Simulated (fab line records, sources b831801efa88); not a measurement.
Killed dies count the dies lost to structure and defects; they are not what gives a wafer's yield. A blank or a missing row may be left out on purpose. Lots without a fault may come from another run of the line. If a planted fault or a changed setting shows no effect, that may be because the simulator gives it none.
A lot that was struck, set against a sound lot	flow sky130	35 out of 708 route steps
Sound: wafers L945.1, L945.4, L945.6. Wafers struck: L955.1, L955.2, L955.6. The cause is named last.
Order at every step that has rows: each side's tool, ch and its chambers, its first start. Under that, the readings that differ: sound wafers	struck wafers	difference of the means	sigmas: that difference in standard deviations of wafers without a fault.
alike: readings with means less than 2 such deviations apart, plus words and numbers identical on both sides. not compared: withheld readings, readings lacking a value on some wafer, bounds such as >300 that could conceal the same value, and numbers that have no deviation in the record and whose values overlap.
Wherever a step has rows on one side only, a row that says differs or no value, or a row with sigmas, the two part there. When numbers do not overlap yet have no deviation, they are printed without sigmas and do not part them. A reading missing from all wafers of one side parts the sides only when that side holds two or more wafers.

first, 10 steps without rows for these wafers: SKY_POLY_CUT_ETCH_10 (etches BARC in N2/H2, stops on SiO2, time 45.9 s, target depth 60 nm); SKY_POLY_CUT_ETCH_11 (etches Si3N4 in CF4/CH2F2/Ar, stops on poly-Si, time 42.5 s, target depth 60 nm); SKY_POLY_CUT_STRIP_12 (strips in O2/N2); SKY_SD_P_DEHYDRATE_00 (time 60 s); SKY_SD_P_HMDS_01 (prime time 60 s); SKY_SD_P_COAT_02 (resist thk 1140 nm); SKY_SD_P_SOFTBAKE_03 (time 60 s); SKY_SD_P_EXPOSE_04 (exposes mask PSDM, target cd 380 nm); SKY_SD_P_PEB_05; SKY_SD_P_DEVELOP_06 (develop time 60 s).
SKY_SD_P_IMPLANT_09:
  sound on implanter-04 ch 0, day 27 06:56; struck on implanter-04 ch 0, day 30 14:46
reading	sound	struck	difference	sigmas
beamOnS (s)	16.7 16.7 16.6	20.9 21.5 20.7	+4.4	+4
doseIonsCm2	2.9995e+15 3.0002e+15 2.9969e+15	3.837e+15 3.8328e+15 3.8407e+15	+8.380e+14	+99 or more
  alike: beamEnergyKeV
SKY_SD_P_STRIP_10: strips in O2/N2.
  sound on plasmaAsher-01 ch 0,1, day 27 07:05; struck on plasmaAsher-01 ch 0,1, day 30 14:55
reading	sound	struck	difference	sigmas
stripTimeToEndpointS (s)	17.48 17.52 17.49	17.98 17.99 17.99	+0.49	+13
  alike: drypumpMotorCurrentA, oesProductAu
  not compared: rfHoursCounterH
SKY_SD_P_TW_MEAS_11:
  struck on filmMetro-03, day 30 15:17; sound on filmMetro-04, day 27 07:11
reading	sound	struck	difference	sigmas
SD_P_TW	2753 2754 2758	2950 2981 2946	+204	+6
  not compared: hold
then, 20 steps without rows for these wafers: SKY_RES_XHIGH_HMDS_01 (prime time 60 s); SKY_RES_XHIGH_COAT_02 (resist thk 1140 nm); SKY_RES_XHIGH_SOFTBAKE_03 (time 60 s); SKY_RES_XHIGH_EXPOSE_04 (exposes mask URPM, target cd 1270 nm); SKY_RES_XHIGH_PEB_05; SKY_RES_XHIGH_DEVELOP_06 (develop time 60 s); SKY_RES_XHIGH_IMPLANT_07; SKY_RES_XHIGH_STRIP_08 (strips in O2/N2); SKY_SD_N_DEHYDRATE_00 (time 60 s); SKY_SD_N_HMDS_01 (prime time 60 s); SKY_SD_N_COAT_02 (resist thk 1140 nm); SKY_SD_N_SOFTBAKE_03 (time 60 s); SKY_SD_N_EXPOSE_04 (exposes mask NSDM, target cd 380 nm); SKY_SD_N_PEB_05; SKY_SD_N_DEVELOP_06 (develop time 60 s); SKY_SD_N_IMPLANT_09; SKY_SD_N_IMPLANT_10; SKY_SD_N_STRIP_11 (strips in O2/N2); SKY_SD_N_CLEAN_13 (cleans in SC1/SC2, time 150 s); SKY_SD_N_RTA_14 (time 2 s).
-- the record jumps here: 2 days lie between the struck wafers' starts before and after --
SKY_SD_N_RS_MEAS_17: measurement is done with a four-point probe.
  struck on filmMetro-03, day 32 21:52; sound on filmMetro-01, day 29 16:59
reading	sound	struck	difference	sigmas
SD_P_RS (ohm/sq)	147.2 147.4 147.2	143.9 143.8 143.7	-3.5	-9
  not compared: hold
-- here the record skips 16 days between the struck wafers' starts before and after, leaving off in module SD_N and picking up in module PAD_OPEN (first step shown: number 708 of the route) --
SKY_PAD_OPEN_PROBE_99:
  struck on prober-01, day 49 07:36; sound on prober-01, day 46 22:20
reading	sound	struck	difference	sigmas
model.etest.resHighPo.lineOhmUm	745.7 729.6 737	642.3 635.2 656.6	-92.7	
model.etest.resPdiff.lineOhmUm	1382 1381 1374	1320 1309 1282	-75	
model.etest.liconHighPo.rcOhm	354 344 352.6	261.8 273.8 291.2	-74.6	
model.etest.liconPdiff.rcOhm	600 604.6 582.5	539.9 549 558.1	-46.7	
model.etest.resHighPo.rsOhmSq	260.3 253.1 256.4	224 223.5 226	-32	
model.etest.resPdiffHv.rsOhmSq	191.6 191.4 192.3	178.6 178.8 178	-13.3	
model.etest.resPdiff.rsOhmSq	198.1 198.7 197.8	185.3 186.5 183.9	-13.0	
  alike: killed_at_M0_to_M3, killed_at_M4_up, killedAtContacts, killedAtFrontEnd, killedAtOther, killedDies, killedOpen, killedShort

== WHERE THEY PART ==
Earliest at SKY_SD_P_IMPLANT_09; latest, in this record, at SKY_SD_N_RS_MEAS_17. Later steps at which nothing parts them and some readings are alike: SKY_PAD_OPEN_PROBE_99.

WHY: the cause the simulator had injected
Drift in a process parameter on implanter-04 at SKY_SD_P_IMPLANT_09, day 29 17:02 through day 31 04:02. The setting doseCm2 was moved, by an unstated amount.
